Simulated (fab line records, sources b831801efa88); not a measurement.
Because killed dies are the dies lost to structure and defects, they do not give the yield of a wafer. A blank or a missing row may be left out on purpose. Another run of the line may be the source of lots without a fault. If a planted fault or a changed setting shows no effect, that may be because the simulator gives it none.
Which tool did it?    flow sky130    Sampling: 14 lots, 42 wafers, 2 of 708 route steps

== WHAT THE GAUGES READ, wafer by wafer ==
Not one reading of a measure or inspect step in the record can be checked against a usual standard deviation.

== EACH LOT AND THE TOOL THAT RAN IT (in order: tool; ch and the chambers of the sampled wafers; start) ==
lot   SKY_VIA4_SOFTBAKE_07              SKY_PAD_OPEN_PROBE_99
L384  lithoTrack-02 ch 0, day 42 09:25  -
L385  lithoTrack-04 ch 0, day 42 14:11  -
L386  lithoTrack-02 ch 0, day 43 03:31  -
L387  lithoTrack-01 ch 0, day 43 06:39  -
L388  lithoTrack-02 ch 0, day 43 19:16  -
L389  lithoTrack-01 ch 0, day 44 01:04  prober-01, day 47 08:07
L390  lithoTrack-01 ch 0, day 44 01:40  -
L391  lithoTrack-01 ch 0, day 44 05:45  -
L392  lithoTrack-02 ch 0, day 44 12:41  -
L393  lithoTrack-01 ch 0, day 44 19:36  -
L402  lithoTrack-04 ch 0, day 47 02:44  -
L403  lithoTrack-04 ch 0, day 47 09:08  -
L404  lithoTrack-02 ch 0, day 47 11:52  -
L405  lithoTrack-02 ch 0, day 47 19:31  -
- SKY_VIA4_SOFTBAKE_07: time 60 s.
- SKY_PAD_OPEN_PROBE_99

== AS READ BY THE TOOLS THEMSELVES (means over the sampled wafers that have a number; for cases with no such wafer, the mark the record gives instead) ==
SKY_VIA4_SOFTBAKE_07.
lot   tool           chillPlateTempC (C)  plateTempC (C)  runLengthS (s)
L384  lithoTrack-02  22.95                90.15           89.23
L385  lithoTrack-04  23.01                90.00           89.64
L386  lithoTrack-02  22.95                90.04           89.36
L387  lithoTrack-01  22.95                89.93           89.03
L388  lithoTrack-02  23.07                90.07           89.31
L389  lithoTrack-01  23.12                89.95           89.09
L390  lithoTrack-01  22.91                90.11           88.98
L391  lithoTrack-01  22.98                89.99           89.24
L392  lithoTrack-02  23.05                89.90           89.32
L393  lithoTrack-01  22.99                90.08           89.05
L402  lithoTrack-04  22.96                89.92           90.68
L403  lithoTrack-04  22.88                90.05           90.72
L404  lithoTrack-02  22.93                89.95           89.21
L405  lithoTrack-02  22.93                89.92           89.35

SKY_PAD_OPEN_PROBE_99.
lot   tool       defectLimitedYield (%)  killed_at_M0_to_M3  killed_at_M4_up  killedAtContacts  killedAtFrontEnd  killedAtOther  killedDies  killedOpen  killedShort  sort_bin_3_pad_short (%)  sort_bin_5_function (%)  sort_bin_6_memory (%)  sortNPass  sortYieldPct (%)
L389  prober-01  82.6                    41                  2.7              25                16                0.3            85          47          39           0.8                       9.8                      6.7                    407        82.6

== THE ANSWER, worked out from the rows above alone ==
Rule: what is usual is taken from the lots themselves. The widest of any qualifying gaps counts: lots, ordered by their means at a reading, are off when they make up no more than a third of the lots, leave a main group of 4 or more, and stand apart from it by 3 or more times the standard deviation of that group's means. A main group whose means are all the same, to the digits that the tables above print for the reading, isn't used. A lot without any number at a reading at which 4 lots or more have one is off too. All remaining lots with rows at the step are treated as sound. After the gauges, taken in route order, come the tools' own readings; for these a lot's mean is taken, as printed above. The first step at which some lot is off is used, and at that step the reading that is off furthest; a lot without a number counts as furthest.
Off: L402, L403 (SKY_VIA4_SOFTBAKE_07, runLengthS). The main group has a mean of 89.23 s with a standard deviation of 0.18.
If a tool, at that step or one of the process steps before it, ran each lot that is off and ran no sound lot following the first of them, it fits. One fits: SKY_VIA4_SOFTBAKE_07 on lithoTrack-04. Its last sound lot is L385 (day 42 14:11), its first lot that is off L402 (day 47 02:44): a fault that began between those two fits.
On the lots that are off, the tool's own readings at SKY_VIA4_SOFTBAKE_07 differ by more than 5 times the standard deviation of the sound lots' means, which bears it out; runLengthS reads 90.70 s there versus 89.23 s on the sound lots.

== WHAT WAS PUT IN BY THE SIMULATOR ==
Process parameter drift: lithoTrack-04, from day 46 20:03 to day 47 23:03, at SKY_VIA4_SOFTBAKE_07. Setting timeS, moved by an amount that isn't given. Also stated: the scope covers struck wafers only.
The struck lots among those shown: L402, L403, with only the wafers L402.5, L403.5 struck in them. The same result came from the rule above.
